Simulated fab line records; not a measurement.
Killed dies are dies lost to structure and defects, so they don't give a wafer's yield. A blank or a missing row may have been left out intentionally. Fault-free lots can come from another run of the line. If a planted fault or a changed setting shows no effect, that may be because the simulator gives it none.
The tool behind it: which one? | flow gf180mcu | Sampling: 24 lots, 72 wafers, 6 of 602 route steps

## WHAT THE GAUGES READ, wafer by wafer
GF_V2_RS_MEAS_24: measurement is done with a four-point probe.
lot  | measured     | on            | V2_W_RS (ohm/sq)
L074 | day 20 03:26 | film-metro-03 | 0.323 0.322 0.331
L075 | day 20 13:51 | film-metro-03 | 0.326 0.326 0.327
L076 | day 21 00:13 | film-metro-03 | 0.336 0.333 0.337
L077 | day 21 12:58 | film-metro-01 | 0.324 0.328 0.326
L078 | day 21 22:46 | film-metro-03 | 0.325 0.323 0.323
L079 | day 22 06:11 | film-metro-03 | 0.329 0.332 0.333
L080 | day 22 11:15 | film-metro-01 | 0.321 0.326 0.327
L081 | day 22 22:04 | film-metro-04 | 0.322 0.328 0.333
L082 | day 23 13:53 | film-metro-04 | 0.328 0.328 0.329
L083 | day 23 17:24 | film-metro-04 | 0.332 0.328 0.328
L084 | day 24 02:24 | film-metro-01 | 0.326 0.322 0.327
L085 | day 24 13:45 | film-metro-01 | 0.322 0.326 0.328
L086 | day 24 17:17 | film-metro-04 | 0.322 0.332 0.328
L087 | day 25 07:02 | film-metro-03 | 0.329 0.327 0.324
L088 | day 25 09:27 | film-metro-03 | 0.321 0.331 0.326
L089 | day 25 17:50 | film-metro-01 | 0.323 0.324 0.330
L090 | day 26 01:17 | film-metro-03 | 0.324 0.325 0.327
L091 | day 26 04:57 | film-metro-01 | 0.329 0.331 0.330
L092 | day 26 09:16 | film-metro-04 | 0.330 0.327 0.325
L093 | day 26 19:23 | film-metro-04 | 0.322 0.329 0.322
L094 | day 27 04:52 | film-metro-01 | 0.328 0.323 0.327
L095 | day 27 05:44 | film-metro-01 | 0.327 0.326 0.328
L096 | day 27 15:06 | film-metro-04 | 0.326 0.335 0.328
L097 | day 27 22:24 | film-metro-03 | 0.324 0.322 0.322

GF_M4_THK_MEAS_06: measures by xrf.
lot  | measured     | on            | M4_ALCU_THK (nm)
L074 | day 22 06:58 | film-metro-02 | 444 443 448
L075 | day 22 16:57 | film-metro-02 | 448 442 446
L076 | day 23 03:23 | film-metro-02 | 464 454 452
L077 | day 23 14:59 | film-metro-01 | 457 454 448
L078 | day 24 00:31 | film-metro-03 | 455 449 449
L079 | day 24 08:05 | film-metro-01 | 449 448 452
L080 | day 24 13:12 | film-metro-01 | 459 459 458
L081 | day 24 22:04 | film-metro-01 | 457 460 462
L082 | day 25 13:46 | film-metro-03 | 459 453 459
L083 | day 25 16:50 | film-metro-03 | 451 451 451
L084 | day 26 01:45 | film-metro-01 | 448 454 448
L085 | day 26 12:38 | film-metro-01 | 449 454 456
L086 | day 26 15:16 | film-metro-03 | 441 442 447
L087 | day 27 05:18 | film-metro-03 | 443 448 446
L088 | day 27 06:43 | film-metro-02 | 457 460 449
L089 | day 27 15:05 | film-metro-02 | 449 449 457
L090 | day 27 22:07 | film-metro-02 | 457 448 450
L091 | day 28 00:55 | film-metro-03 | 452 454 450
L092 | day 28 05:47 | film-metro-02 | 450 447 441
L093 | day 28 14:23 | film-metro-02 | 445 442 444
L094 | day 28 22:59 | film-metro-02 | 445 451 446
L095 | day 29 00:40 | film-metro-01 | 452 446 442
L096 | day 29 10:17 | film-metro-02 | 452 455 462
L097 | day 29 16:40 | film-metro-02 | 448 450 452

GF_V4_RS_MEAS_24: measurement is done with a four-point probe.
lot  | measured     | on            | V4_W_RS (ohm/sq)
L074 | day 24 06:14 | film-metro-04 | 0.325 0.326 0.330
L075 | day 24 16:27 | film-metro-03 | 0.320 0.323 0.324
L076 | day 25 03:10 | film-metro-04 | 0.325 0.329 0.327
L077 | day 25 13:04 | film-metro-01 | 0.321 0.324 0.325
L078 | day 25 21:26 | film-metro-04 | 0.324 0.324 0.326
L079 | day 26 04:53 | film-metro-04 | 0.330 0.327 0.329
L080 | day 26 09:29 | film-metro-03 | 0.327 0.322 0.325
L081 | day 26 19:44 | film-metro-04 | 0.329 0.328 0.328
L082 | day 27 08:58 | film-metro-01 | 0.331 0.327 0.334
L083 | day 27 11:36 | film-metro-03 | 0.327 0.331 0.328
L084 | day 27 20:11 | film-metro-03 | 0.318 0.323 0.323
L085 | day 28 06:49 | film-metro-03 | 0.330 0.329 0.330
L086 | day 28 10:08 | film-metro-03 | 0.328 0.331 0.331
L087 | day 28 21:35 | film-metro-03 | 0.325 0.326 0.323
L088 | day 29 00:25 | film-metro-03 | 0.329 0.333 0.327
L089 | day 29 08:26 | film-metro-03 | 0.325 0.322 0.330
L090 | day 29 15:29 | film-metro-04 | 0.324 0.326 0.323
L091 | day 29 16:50 | film-metro-01 | 0.322 0.324 0.327
L092 | day 29 22:47 | film-metro-04 | 0.326 0.321 0.323
L093 | day 30 07:17 | film-metro-03 | 0.321 0.324 0.322
L094 | day 30 13:44 | film-metro-01 | 0.325 0.325 0.325
L095 | day 30 16:00 | film-metro-03 | 0.332 0.328 0.330
L096 | day 31 01:19 | film-metro-03 | 0.327 0.326 0.324
L097 | day 31 06:26 | film-metro-04 | 0.325 0.326 0.328

## WHAT TOOL EACH LOT RAN ON (gives the tool, then ch and the chambers of the sampled wafers, and finally the start)
lot  | GF_V2_CVD_23                  | GF_V3_SPUTTER_21             | GF_V4_CVD_02
L074 | cvd-w-01 ch 0,1, day 20 03:19 | pvd-sputter-04, day 22 05:56 | pecvd-02 ch 0,2, day 23 06:21
L075 | cvd-w-02 ch 0,1, day 20 13:44 | pvd-sputter-01, day 22 15:55 | pecvd-02 ch 0,1,2, day 23 16:28
L076 | cvd-w-02 ch 0,1, day 21 00:06 | pvd-sputter-01, day 23 02:22 | pecvd-03 ch 0,1,2, day 24 03:05
L077 | cvd-w-01 ch 1, day 21 12:49   | pvd-sputter-04, day 23 13:57 | pecvd-01 ch 0,2, day 24 14:19
L078 | cvd-w-01 ch 0,1, day 21 22:39 | pvd-sputter-04, day 23 23:29 | pecvd-02 ch 0,1,2, day 24 23:13
L079 | cvd-w-02 ch 0,1, day 22 06:04 | pvd-sputter-04, day 24 07:03 | pecvd-02 ch 0,1,2, day 25 06:17
L080 | cvd-w-01 ch 0,1, day 22 11:08 | pvd-sputter-04, day 24 12:10 | pecvd-01 ch 0,1,2, day 25 11:01
L081 | cvd-w-02 ch 0,1, day 22 21:58 | pvd-sputter-01, day 24 21:01 | pecvd-01 ch 0,1, day 25 20:32
L082 | cvd-w-02 ch 0,1, day 23 13:46 | pvd-sputter-01, day 25 12:43 | pecvd-02 ch 0,2, day 26 10:58
L083 | cvd-w-02 ch 1, day 23 17:16   | pvd-sputter-01, day 25 15:47 | pecvd-01 ch 1,2, day 26 14:07
L084 | cvd-w-01 ch 0,1, day 24 02:17 | pvd-sputter-01, day 26 00:43 | pecvd-02 ch 0,1,2, day 26 22:34
L085 | cvd-w-02 ch 0,1, day 24 13:38 | pvd-sputter-04, day 26 11:37 | pecvd-02 ch 0,1,2, day 27 09:22
L086 | cvd-w-01 ch 0,1, day 24 17:10 | pvd-sputter-03, day 26 14:14 | pecvd-02 ch 0,1, day 27 12:35
L087 | cvd-w-01 ch 0,1, day 25 06:55 | pvd-sputter-04, day 27 04:16 | pecvd-02 ch 0,1, day 28 01:05
L088 | cvd-w-01 ch 0,1, day 25 09:19 | pvd-sputter-03, day 27 05:40 | pecvd-02 ch 0,1, day 28 03:59
L089 | cvd-w-01 ch 0,1, day 25 17:42 | pvd-sputter-04, day 27 14:03 | pecvd-01 ch 0,2, day 28 11:36
L090 | cvd-w-02 ch 0,1, day 26 01:10 | pvd-sputter-04, day 27 21:05 | pecvd-03 ch 0,1, day 28 18:40
L091 | cvd-w-01 ch 0,1, day 26 04:49 | pvd-sputter-01, day 27 23:47 | pecvd-01 ch 0,1,2, day 28 20:53
L092 | cvd-w-01 ch 1, day 26 09:08   | pvd-sputter-01, day 28 04:45 | pecvd-01 ch 0,1,2, day 29 01:58
L093 | cvd-w-01 ch 0,1, day 26 19:17 | pvd-sputter-03, day 28 13:21 | pecvd-01 ch 1,2, day 29 10:29
L094 | cvd-w-01 ch 0,1, day 27 04:44 | pvd-sputter-04, day 28 21:57 | pecvd-01 ch 0,2, day 29 17:47
L095 | cvd-w-02 ch 1, day 27 05:37   | pvd-sputter-01, day 28 23:38 | pecvd-01 ch 0,2, day 29 19:41
L096 | cvd-w-01 ch 0,1, day 27 14:58 | pvd-sputter-01, day 29 08:58 | pecvd-02 ch 0,1,2, day 30 06:13
L097 | cvd-w-02 ch 0,1, day 27 22:16 | pvd-sputter-01, day 29 15:37 | pecvd-01 ch 0,1,2, day 30 11:14
- GF_V2_CVD_23: deposits W, target thk 350 nm, time 104.94 s.
- GF_V3_SPUTTER_21: material Ti, target thk 15 nm, time 80.02 s.
- GF_V4_CVD_02: deposits SiO2 from TEOS, target thk 850 nm, time 94.851 s.

## WHAT THE TOOLS THEMSELVES READ (means of the sampled wafers that have a number; where no wafer has one, the mark that the record gives instead)
GF_V2_CVD_23.
lot  | tool     | heater-power-w (W)
L074 | cvd-w-01 | 743
L075 | cvd-w-02 | 778
L076 | cvd-w-02 | 779
L077 | cvd-w-01 | 686
L078 | cvd-w-01 | 748
L079 | cvd-w-02 | 773
L080 | cvd-w-01 | 739
L081 | cvd-w-02 | 777
L082 | cvd-w-02 | 736
L083 | cvd-w-02 | 698
L084 | cvd-w-01 | 737
L085 | cvd-w-02 | 784
L086 | cvd-w-01 | 746
L087 | cvd-w-01 | 750
L088 | cvd-w-01 | 746
L089 | cvd-w-01 | 734
L090 | cvd-w-02 | 777
L091 | cvd-w-01 | 710
L092 | cvd-w-01 | 670
L093 | cvd-w-01 | 700
L094 | cvd-w-01 | 755
L095 | cvd-w-02 | 709
L096 | cvd-w-01 | 751
L097 | cvd-w-02 | 744

GF_V3_SPUTTER_21.
lot  | tool           | throttle-valve-pct (%)
L074 | pvd-sputter-04 | 29.4
L075 | pvd-sputter-01 | 31.0
L076 | pvd-sputter-01 | 31.2
L077 | pvd-sputter-04 | 29.6
L078 | pvd-sputter-04 | 29.7
L079 | pvd-sputter-04 | 29.3
L080 | pvd-sputter-04 | 29.1
L081 | pvd-sputter-01 | 31.3
L082 | pvd-sputter-01 | 30.7
L083 | pvd-sputter-01 | 31.0
L084 | pvd-sputter-01 | 30.9
L085 | pvd-sputter-04 | 30.0
L086 | pvd-sputter-03 | 29.3
L087 | pvd-sputter-04 | 29.5
L088 | pvd-sputter-03 | 29.3
L089 | pvd-sputter-04 | 29.5
L090 | pvd-sputter-04 | 29.1
L091 | pvd-sputter-01 | 31.0
L092 | pvd-sputter-01 | 31.4
L093 | pvd-sputter-03 | 28.5
L094 | pvd-sputter-04 | 29.8
L095 | pvd-sputter-01 | 31.1
L096 | pvd-sputter-01 | 31.0
L097 | pvd-sputter-01 | 30.9

GF_V4_CVD_02.
lot  | tool     | heater-power-w (W)
L074 | pecvd-02 | 584
L075 | pecvd-02 | 760
L076 | pecvd-03 | 536
L077 | pecvd-01 | 635
L078 | pecvd-02 | 727
L079 | pecvd-02 | 730
L080 | pecvd-01 | 686
L081 | pecvd-01 | 650
L082 | pecvd-02 | 716
L083 | pecvd-01 | 672
L084 | pecvd-02 | 730
L085 | pecvd-02 | 692
L086 | pecvd-02 | 836
L087 | pecvd-02 | 772
L088 | pecvd-02 | 810
L089 | pecvd-01 | 692
L090 | pecvd-03 | 563
L091 | pecvd-01 | 686
L092 | pecvd-01 | 659
L093 | pecvd-01 | 726
L094 | pecvd-01 | 736
L095 | pecvd-01 | 688
L096 | pecvd-02 | 669
L097 | pecvd-01 | 639

## THE ANSWER, worked out from the rows above alone
Rule: the usual values come from the lots themselves. Put in order of their means at a reading, lots are off if they are a third of the lots or fewer, leave a main group of 4 or more, and stand apart from it by a gap of 3 or more times the standard deviation of the main group's means; of several such gaps the widest counts. Not used: any main group whose means are identical at the precision the tables above print for the reading. A lot without any number at a reading at which 4 lots or more have one is off too. Any other lot the step has rows for is counted as sound. First the gauges in route order, then the tools' own readings, where a lot's mean is used as printed above. At the first step where some lot is off, the reading lying furthest off is the one used; lots without a number count as furthest.
No lot is off on any of the readings shown, so nothing can be concluded from this.

## WHAT THE SIMULATOR HAD INSERTED
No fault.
